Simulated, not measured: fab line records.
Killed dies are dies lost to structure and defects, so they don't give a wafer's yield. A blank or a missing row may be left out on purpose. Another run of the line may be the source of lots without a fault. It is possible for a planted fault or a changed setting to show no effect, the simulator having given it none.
fab line records ; flow gf180mcu ; part 2 of 2: steps 33 to 44 of 44
record lots=5; wafers=15; last-day=34
route steps=602 shown HV_LDD@202 NSD@235
lots with no fault: from the same line, run without faults
start-h: the number of hours between the record's first day and the start of the first shown wafer of the lot ; wait-h: hours from the lot's prior step to this one ; " same as the row above ; L1.1+2: a row that stands for several wafers ; - no value, or no start given ; * or withheld: withheld ; < > ~ a bound
route shown NAME@n: names a module that has steps shown in the file, with the first one's number in the route ; usual: mean/standard deviation taken from wafers without a fault ; same: alike in all rows ; chamber/n: place in a boat ; sites: readings site by site ; _std_site: standard deviation of those values ; _edge_site: outer sites' mean less inner sites' ; radius-mm: how far each site lies from the wafer's centre ; mask NAME#n: copy n ; behind: the last tool/chamber to shape the wafer ; hold: reason for holding the lot/hours on hold/outcome of the hold ; device: names the non-switching transistor (n, p or np) ; end of line: at the end of the route, the tests of the same wafers ; for a step that has no rows: nothing shown but its recipe ; killed: at the first sort, the dies lost to defects and structure; wafer yield is something else ; map: the dies of a wafer, with x for killed, . for not killed, _ for no die there
set.NAME: setting as actually run; set.NAME@STEP: the setting as run at that earlier step ; model.NAME: the simulator's own value behind a step, which no gauge read
lots at selected steps of the route; one table per step, one row per wafer
services: from which hour (start-h, from the record's first day; less than 0 if before it) a tool's chamber was out of use, for how many hours, and why
## steps
# step GF_HV_LDD_ETCHBACK_58
# recipe chemistry=CH3F/O2; target=Si3N4; stop-on=SiO2; source-w=400; bias-w=80; pressure-mtorr=25; ch3f-flow-sccm=40; O2_flow_sccm=30; time-s=100; target-depth-a=900
# usual ch3f-flow-sccm=39.99/0.12; drypump-motor-current-A=5.60/0.25; oes-product-au=0.843/0.0062; throttle-valve-pct=10.559/0.009
lot.wafer;tool;chamber;start-h;wait-h;ch3f-flow-sccm;drypump-motor-current-A;oes-product-au;rf-hours-counter-h;throttle-valve-pct
L085.4;rie-diel-03;2;371.23;0.0;40.19;5.63;0.846;89;10.538
L085.5;rie-diel-03;3;371.23;0.0;40.12;5.83;0.845;-;10.563
L085.6;rie-diel-03;2;371.23;0.0;40.11;5.61;0.848;-;10.565
L089.1;rie-diel-01;3;398.27;0.1;39.84;6.14;0.847;11;10.548
L089.3;rie-diel-01;2;398.27;0.1;39.79;5.52;0.837;15;10.566
L089.4;rie-diel-01;1;398.27;0.1;39.90;5.64;0.843;84;10.565
L094.2;rie-diel-01;0;433.27;0.0;40.01;5.00;0.839;11;10.541
L094.5;rie-diel-01;2;433.27;0.0;39.68;5.53;0.839;-;10.571
L094.6;rie-diel-01;0;433.27;0.0;39.97;5.00;0.841;-;10.542
L096.1;rie-diel-04;0;451.47;0.1;40.08;5.29;0.836;20;10.564
L096.2;rie-diel-04;3;451.47;0.1;40.13;5.55;0.847;11;10.549
L096.4;rie-diel-04;2;451.47;0.1;40.05;5.60;0.841;73;10.571
L097.1;rie-diel-04;2;463.22;0.1;40.00;5.63;0.842;73;10.556
L097.3;rie-diel-04;1;463.22;0.1;39.94;5.44;0.835;3;10.568
L097.6;rie-diel-04;0;463.22;0.1;40.00;5.26;0.841;-;10.553
# step GF_NSD_DEHYDRATE_00
# recipe temp-c=200; time-s=60
lot.wafer;tool;chamber;start-h;wait-h
L085.4+5+6;litho-track-04;0;381.81;10.5
L089.1+3+4;litho-track-03;0;409.35;11.0
L094.2+5+6;litho-track-03;0;445.08;11.8
L096.1+2+4;litho-track-04;0;462.99;11.5
L097.1+3+6;litho-track-02;0;474.40;11.1
# step GF_NSD_HMDS_01
# recipe prime-time-s=60; prime-temp-c=120
# same prime-time-s=60
lot.wafer;tool;chamber;start-h;wait-h
L085.4+5+6;litho-track-04;0;381.96;0.1
L089.1+3+4;litho-track-03;0;409.50;0.1
L094.2+5+6;litho-track-03;0;445.23;0.1
L096.1+2+4;litho-track-04;0;463.14;0.1
L097.1+3+6;litho-track-02;0;474.55;0.1
# step GF_NSD_COAT_02
# recipe resist=NOVOLAK; spin-rpm=3000; resist-thk-nm=1000
# usual dispense-pressure-kPa=51.9/2.7
lot.wafer;tool;chamber;start-h;wait-h;dispense-pressure-kPa
L085.4;litho-track-04;0;382.11;0.1;55.3
L085.5;litho-track-04;0;382.11;0.1;55.3
L085.6;litho-track-04;0;382.11;0.1;55.3
L089.1;litho-track-03;0;409.65;0.1;50.2
L089.3;litho-track-03;0;409.65;0.1;50.2
L089.4;litho-track-03;0;409.65;0.1;50.2
L094.2;litho-track-03;0;445.38;0.1;50.2
L094.5;litho-track-03;0;445.38;0.1;50.2
L094.6;litho-track-03;0;445.38;0.1;50.2
L096.1;litho-track-04;0;463.29;0.1;55.3
L096.2;litho-track-04;0;463.29;0.1;55.2
L096.4;litho-track-04;0;463.29;0.1;55.3
L097.1;litho-track-02;0;474.70;0.1;49.2
L097.3;litho-track-02;0;474.70;0.1;49.2
L097.6;litho-track-02;0;474.70;0.1;49.1
# step GF_NSD_SOFTBAKE_03
# recipe temp-c=90; time-s=60; resist=NOVOLAK
lot.wafer;tool;chamber;start-h;wait-h
L085.4+5+6;litho-track-04;0;382.26;0.1
L089.1+3+4;litho-track-03;0;409.80;0.1
L094.2+5+6;litho-track-03;0;445.53;0.1
L096.1+2+4;litho-track-04;0;463.44;0.1
L097.1+3+6;litho-track-02;0;474.85;0.1
# step GF_NSD_EXPOSE_04
# recipe mask-id=Nplus; target-cd-nm=400; na=0.6; source-shape=conventional; sigma-outer=0.6; dose-mj=140
# usual focus-offset-nm=0.1/0.55
lot.wafer;tool;chamber;start-h;wait-h;mask;focus-offset-nm
L085.4;iline-stepper-01;0;-;-;Nplus#0;-0.4
L085.5;iline-stepper-01;0;-;-;Nplus#0;-0.9
L085.6;iline-stepper-01;0;-;-;Nplus#0;-0.8
L089.1;iline-stepper-01;0;-;-;Nplus#0;0.5
L089.3;iline-stepper-01;0;-;-;Nplus#0;0.5
L089.4;iline-stepper-01;0;-;-;Nplus#0;0.9
L094.2;iline-stepper-01;0;-;-;Nplus#0;0.1
L094.5;iline-stepper-01;0;-;-;Nplus#0;-1.1
L094.6;iline-stepper-01;0;-;-;Nplus#0;0.2
L096.1;iline-stepper-02;0;-;-;Nplus#0;0.5
L096.2;iline-stepper-02;0;-;-;Nplus#0;-1.0
L096.4;iline-stepper-02;0;-;-;Nplus#0;-0.2
L097.1;iline-stepper-01;0;-;-;Nplus#0;0.2
L097.3;iline-stepper-01;0;-;-;Nplus#0;0.4
L097.6;iline-stepper-01;0;-;-;Nplus#0;0.0
# step GF_NSD_PEB_05
# recipe temp-c=withheld; time-s=*; resist=NOVOLAK
lot.wafer;tool;chamber;start-h;wait-h
L085.4+5+6;litho-track-04;0;-;-
L089.1+3+4;litho-track-03;0;-;-
L094.2+5+6;litho-track-02;0;-;-
L096.1+2+4;litho-track-03;0;-;-
L097.1+3+6;litho-track-04;0;-;-
# step GF_NSD_DEVELOP_06
# recipe develop-time-s=60; dev-temp-c=23
lot.wafer;tool;chamber;start-h;wait-h
L085.4+5+6;litho-track-04;0;393.66;0.1
L089.1+3+4;litho-track-03;0;421.45;0.1
L094.2+5+6;litho-track-02;0;457.32;0.1
L096.1+2+4;litho-track-03;0;475.25;0.1
L097.1+3+6;litho-track-04;0;486.59;0.1
# step GF_NSD_CD_MEAS_07
# recipe target-cd-nm=400
# usual cd-nm=399.5/2.2
lot.wafer;tool;chamber;start-h;wait-h;cd-nm
L085.4;cd-sem-01;-;393.80;0.1;397.5
L085.5;cd-sem-01;-;393.80;0.1;400.0
L085.6;cd-sem-01;-;393.80;0.1;399.3
L089.1;cd-sem-02;-;421.60;0.1;398.2
L089.3;cd-sem-02;-;421.60;0.1;396.8
L089.4;cd-sem-02;-;421.60;0.1;397.8
L094.2;cd-sem-02;-;457.47;0.1;403.0
L094.5;cd-sem-02;-;457.47;0.1;400.8
L094.6;cd-sem-02;-;457.47;0.1;400.6
L096.1;cd-sem-01;-;475.40;0.1;401.2
L096.2;cd-sem-01;-;475.40;0.1;400.9
L096.4;cd-sem-01;-;475.40;0.1;400.0
L097.1;cd-sem-01;-;486.74;0.1;401.8
L097.3;cd-sem-01;-;486.74;0.1;402.0
L097.6;cd-sem-01;-;486.74;0.1;398.5
# step GF_NSD_OVL_MEAS_08
# usual NSD_OVL=-0.8/1.3
lot.wafer;tool;chamber;start-h;wait-h;NSD_OVL[nm]
L085.4;overlay-01;-;393.88;0.1;1.0
L085.5;overlay-01;-;393.88;0.1;-0.4
L085.6;overlay-01;-;393.88;0.1;-0.9
L089.1;overlay-01;-;421.72;0.1;0.3
L089.3;overlay-01;-;421.72;0.1;2.2
L089.4;overlay-01;-;421.72;0.1;-0.3
L094.2;overlay-01;-;457.57;0.1;-1.7
L094.5;overlay-01;-;457.57;0.1;-2.9
L094.6;overlay-01;-;457.57;0.1;0.7
L096.1;overlay-01;-;475.52;0.1;-2.2
L096.2;overlay-01;-;475.52;0.1;-0.7
L096.4;overlay-01;-;475.52;0.1;-0.1
L097.1;overlay-02;-;486.86;0.1;0.3
L097.3;overlay-02;-;486.86;0.1;-0.8
L097.6;overlay-02;-;486.86;0.1;-0.6
# step GF_NSD_IMPLANT_09
# recipe species=As; energy-kev=60; dose-cm2=4e+15; tilt-deg=7
lot.wafer;tool;chamber;start-h;wait-h
L085.4+5+6;implanter-01;0;393.97;0.1
L089.1+3+4;implanter-01;0;421.76;0.0
L094.2+5+6;implanter-03;0;457.63;0.0
L096.1+2+4;implanter-03;0;475.56;0.0
L097.1+3+6;implanter-04;0;486.89;0.0
# step GF_NSD_IMPLANT_10
# recipe species=P; energy-kev=40; dose-cm2=5e+14; tilt-deg=7
lot.wafer;tool;chamber;start-h;wait-h
L085.4+5+6;implanter-01;0;394.12;0.1
L089.1+3+4;implanter-01;0;421.91;0.1
L094.2+5+6;implanter-03;0;457.78;0.1
L096.1+2+4;implanter-03;0;475.71;0.1
L097.1+3+6;implanter-04;0;487.04;0.1
## services
tool;chamber;start-h;hours;kind
implanter-02;-;317.33;1.8;repair
plasma-asher-01;-;319.44;1.3;repair
iline-stepper-01;-;322.60;5.5;repair
litho-track-03;-;331.48;-;consumable-replace:filter
wet-bench-02;-;337.85;2.7;repair
lpcvd-01;-;344.55;2.8;pm
plasma-asher-04;-;354.91;0.9;repair
iline-stepper-02;-;371.44;5.4;repair
implanter-04;-;377.98;3.9;repair
implanter-03;-;380.24;5.6;pm
rie-diel-03;2;393.76;98.7;repair
iline-stepper-02;-;398.12;1.7;repair
plasma-asher-01;-;399.38;0.5;repair
rie-diel-03;-;404.41;2.8;pm
plasma-asher-04;-;416.50;0.6;repair
iline-stepper-01;0;422.45;-;calibration
implanter-01;-;423.03;3.1;repair
iline-stepper-02;-;423.44;1.7;pm
rie-diel-01;1;424.45;14.7;repair
implanter-02;-;442.82;3.5;pm
rtp-anneal-01;-;450.14;2.0;repair
plasma-asher-02;-;452.31;4.1;repair
iline-stepper-01;-;462.61;3.4;repair
iline-stepper-02;0;470.22;-;calibration
